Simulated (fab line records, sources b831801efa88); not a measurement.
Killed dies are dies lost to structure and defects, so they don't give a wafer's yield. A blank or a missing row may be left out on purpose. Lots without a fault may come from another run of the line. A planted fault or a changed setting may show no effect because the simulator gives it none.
One fault seen from 2 desks | flow gf180mcu | each desk has only its own numbers; what lay behind them comes last

THE TOOL OWNER'S DESK: cvd_w-01
The tool's own readings at GF_V1_CVD_23 (deposits W, target thk 350 nm, time 105.05 s): means of the sampled wafers that have a number, for each lot that ran on this tool. A lot is out of limits, marked OUT, if its mean lies more than 4 standard deviations from the usual mean; the brackets give that distance.
Columns: A = heater_power_w at GF_V1_CVD_23, usual 811 W
lot  | first seen here | A
L713 | day 18 01:58    | 753
L716 | day 19 08:05    | 748
L717 | day 19 16:21    | 740
L726 | day 23 05:52    | 746
L727 | day 23 10:18    | 746
L736 | day 26 07:03    | 754
This desk's finding: nothing out of limits on any of the 6 lots.

THE METROLOGY DESK
What the gauges read, lot by lot, whatever tool the lot ran on: means of the sampled wafers that have a number. A lot is out of limits, marked OUT, if its mean lies more than 4 standard deviations from the usual mean; the brackets give that distance.
Columns: A = V1_W_RS at GF_V1_RS_MEAS_24, usual 0.329 ohm/sq; B = V1_W_THK at GF_V1_THK_MEAS_25, usual 345 nm
lot  | first seen here | A                | B
L713 | day 18 02:06    | 0.330            | 346
L716 | day 19 08:14    | 0.328            | 347
L717 | day 19 16:28    | 0.329            | 342
L722 | day 21 13:14    | 0.325            | 346
L724 | day 22 06:22    | 0.329            | 345
L726 | day 23 05:59    | 0.359 (+7.1) OUT | 315 (-5.8) OUT
L727 | day 23 10:26    | 0.365 (+8.7) OUT | 309 (-7.0) OUT
L731 | day 24 23:57    | 0.331            | 345
L733 | day 25 12:15    | 0.327            | 348
L736 | day 26 07:10    | 0.329            | 346
L735 | day 26 08:53    | 0.325            | 350
This desk's finding: out of limits on L726, L727; first on L726, day 23 05:59 (V1_W_RS at GF_V1_RS_MEAS_24). In limits: L713, L716, L717, L722, L724, L731, L733, L736, L735.

PUT TOGETHER
The metrology desk could have raised an alarm at day 23 05:59, on L726, L727.
The tool owner's desk saw nothing out of limits.
The tool owner's desk has L726, L727 on record, within its limits.
Of the lots named, all ran GF_V1_CVD_23 on cvd_w-01.

WHAT THE SIMULATOR HAD PUT IN
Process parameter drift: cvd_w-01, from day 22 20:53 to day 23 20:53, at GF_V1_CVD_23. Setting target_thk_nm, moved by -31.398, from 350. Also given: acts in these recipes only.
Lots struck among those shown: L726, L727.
Hours from the fault's start to each desk's first reading out of limits: the metrology desk, 9.
